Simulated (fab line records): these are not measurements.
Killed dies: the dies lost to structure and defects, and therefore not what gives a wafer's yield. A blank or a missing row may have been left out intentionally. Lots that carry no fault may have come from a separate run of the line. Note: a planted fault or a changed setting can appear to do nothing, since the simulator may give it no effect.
Chamber matching | flow sky130 | 4 sister chambers for SKY_METAL4_ETCH_17 on rie diel-03
The step etches SiO2 in C4F8/O2/Ar, stops on TiN, time 3.9 s, target depth 15 nm. 22 wafers are shown with their chamber, then 11 later ones without.

WAFERS PAIRED WITH THEIR CHAMBERS
wafer  | chamber | oes product au (a.u.)
L074.1 | 3       | 0.756
L074.3 | 1       | 0.754
L074.4 | 0       | 0.761
L085.2 | 3       | 0.748
L085.3 | 2       | 0.746
L085.4 | 1       | 0.752
L084.2 | 2       | 0.749
L084.4 | 0       | 0.766
L084.5 | 3       | 0.760
L087.1 | 0       | 0.766
L087.3 | 2       | 0.759
L087.5 | 2       | 0.764
L088.3 | 2       | 0.759
L088.4 | 0       | 0.770
L088.5 | 2       | 0.758
L089.1 | 0       | 0.748
L089.2 | 3       | 0.765
L089.4 | 1       | 0.756
L092.3 | 0       | 0.746
L092.4 | 0       | 0.748
L092.5 | 1       | 0.761
L093.1 | 0       | 0.757

SIGNATURES (means of the wafers above)
reading        | chamber 0 | chamber 1 | chamber 2 | chamber 3 | scatter within a chamber
oes product au | 0.75775   | 0.75575   | 0.75583   | 0.75725   | 0.00767
Rule: a wafer lies at a distance from a chamber equal to the root of the sum of squares, over the readings, of (its reading less the chamber's mean, divided by the reading's scatter). The wafer belongs to the nearest chamber; if the next one is less than 2 further off, it can't be placed. The scatter is the square root of a quotient: the sum, over the shown wafers, of each reading's squared deviation from its chamber's mean, divided by wafers minus chambers.

WAFERS WITHOUT THEIR CHAMBER
wafer  | oes product au (a.u.)
L093.2 | 0.755
L093.5 | 0.762
L094.1 | 0.754
L094.5 | 0.760
L094.6 | 0.755
L095.1 | 0.749
L095.3 | 0.758
L095.4 | 0.758
L096.1 | 0.764
L096.2 | 0.757
L096.5 | 0.763

CHAMBER TAKEN BY EACH
wafer  | from the rows above               | in truth
L093.2 | can't be placed: 1 or 2 or 3 or 0 | 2
L093.5 | can't be placed: 0 or 3 or 2 or 1 | 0
L094.1 | can't be placed: 1 or 2 or 3 or 0 | 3
L094.5 | can't be placed: 0 or 3 or 2 or 1 | 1
L094.6 | can't be placed: 1 or 2 or 3 or 0 | 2
L095.1 | can't be placed: 1 or 2 or 3 or 0 | 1
L095.3 | can't be placed: 0 or 3 or 2 or 1 | 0
L095.4 | can't be placed: 0 or 3 or 2 or 1 | 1
L096.1 | can't be placed: 0 or 3 or 2 or 1 | 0
L096.2 | can't be placed: 3 or 0 or 2 or 1 | 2
L096.5 | can't be placed: 0 or 3 or 2 or 1 | 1
Correctly placed: 0 of 11. Unplaceable from these rows: 11, with the true chamber sitting among the candidates in 11. Number placed wrongly: 0.
